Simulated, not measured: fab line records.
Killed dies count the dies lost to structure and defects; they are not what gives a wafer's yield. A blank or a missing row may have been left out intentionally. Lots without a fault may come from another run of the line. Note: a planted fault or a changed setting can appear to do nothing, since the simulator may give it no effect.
Lot-split experiment + flow sfqLine + route with 325 steps; 5 lots, 23 wafers read

== ON THE SPLIT ==
At SFQ_TRILAYER_L0_LITHO_EXPOSE_006 (exposes mask L0, target cd 2000 nm), the setting doseMj was moved away from the recipe's 14.4 on 10 of the 23 wafers read, by -7.2% to +4.9%. All remaining wafers had this setting at the recipe value.

== FROM THE SPLIT TO THE READING: what the file shows between them, 2 steps ==
- SFQ_TRILAYER_L0_LITHO_PEB_008: peb time 60 s
- SFQ_TRILAYER_L0_LITHO_DEVELOP_007: time 60 s

== THE READING ==
L0.cdNm (the simulator's own value, which no gauge read), in nm, at SFQ_TRILAYER_L0_BARC_OPEN_METAL_ETCH_010 (etches BARC in O2, target depth 125 nm, time 41.7 s). The file does not state a usual value for it. Average 1981 nm, standard deviation 0.77 nm, over the 13 wafers here run with the recipe.

| wafer  | tool, chamber at the split | doseMj as run | against the recipe | L0.cdNm, nm | against lot-mates on the recipe |
|--------|----------------------------|---------------|--------------------|-------------|---------------------------------|
| L077.1 | krfScanner-01, 0           | 14.4          | recipe             | 1980        | -                               |
| L077.2 | krfScanner-01, 0           | 14.4          | recipe             | 1981        | -                               |
| L077.3 | krfScanner-01, 0           | 14.4          | recipe             | 1981        | -                               |
| L082.1 | krfScanner-01, 0           | 14.4          | recipe             | 1980        | -                               |
| L082.3 | krfScanner-01, 0           | 14.4          | recipe             | 1980        | -                               |
| L082.2 | krfScanner-01, 0           | 14.94         | +3.7%              | 1975        | -5                              |
| L082.5 | krfScanner-01, 0           | 14.94         | +3.7%              | 1977        | -3                              |
| L082.6 | krfScanner-01, 0           | 14.94         | +3.7%              | 1974        | -6                              |
| L083.1 | krfScanner-02, 0           | 13.37         | -7.2%              | 1992        | +11                             |
| L083.2 | krfScanner-02, 0           | 14.4          | recipe             | 1981        | -                               |
| L083.4 | krfScanner-02, 0           | 14.4          | recipe             | 1981        | -                               |
| L083.5 | krfScanner-02, 0           | 14.4          | recipe             | 1980        | -                               |
| L083.6 | krfScanner-02, 0           | 13.37         | -7.2%              | 1993        | +12                             |
| L084.1 | krfScanner-02, 0           | 14.4          | recipe             | 1981        | -                               |
| L084.2 | krfScanner-02, 0           | 14.4          | recipe             | 1982        | -                               |
| L084.3 | krfScanner-02, 0           | 13.4          | -6.9%              | 1993        | +12                             |
| L084.4 | krfScanner-02, 0           | 13.4          | -6.9%              | 1993        | +12                             |
| L084.5 | krfScanner-02, 0           | 14.4          | recipe             | 1980        | -                               |
| L085.1 | krfScanner-02, 0           | 15.1          | +4.9%              | 1974        | -8                              |
| L085.2 | krfScanner-02, 0           | 15.1          | +4.9%              | 1972        | -10                             |
| L085.3 | krfScanner-02, 0           | 14.4          | recipe             | 1982        | -                               |
| L085.5 | krfScanner-02, 0           | 14.4          | recipe             | 1982        | -                               |
| L085.4 | krfScanner-02, 0           | 15.1          | +4.9%              | 1975        | -7                              |

FIT RESULTS
A straight line over all 23 wafers: L0.cdNm changes by -1.61 nm for each +1% of doseMj; r = -0.99; the points scatter about the line by 0.98 nm.
The same after taking each lot's own level away (the mean of its wafers on the recipe; 23 wafers): -1.63 nm for each +1%; r = -0.99; scatter 0.97 nm.
On that fit, the largest move of doseMj shifts the reading by 12 nm.
The span of the lots' own levels, 1980.0 to 1982.0 nm, comes to 2.6 times the standard deviation stated above.
The two slopes are in agreement: the lot-to-lot level therefore moves the slope only a little.
Check: with one of the wafers moved furthest among these (-7.2%) left out of the fit, the line predicts +12 nm for it against its lot-mates. Against them it came out at +11.3 nm.

== FURTHER SPLITS ON THESE WAFERS ==
Before the reading, these wafers also passed through other splits. Each is held against what the fit with the lots' levels taken away leaves over:
| other split on the same wafers        | wafers away from the commonest value | r with L0.cdNm (lot level and that fit taken away) |
|---------------------------------------|--------------------------------------|----------------------------------------------------|
| SFQ_TRILAYER_L0_DEP_SPUTTER_003 timeS | 8                                    | +0.18                                              |

== THE FILE'S OWN FIT ==
L0.cdNm changes by -1.63 nm for each +1% of doseMj, r = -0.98.
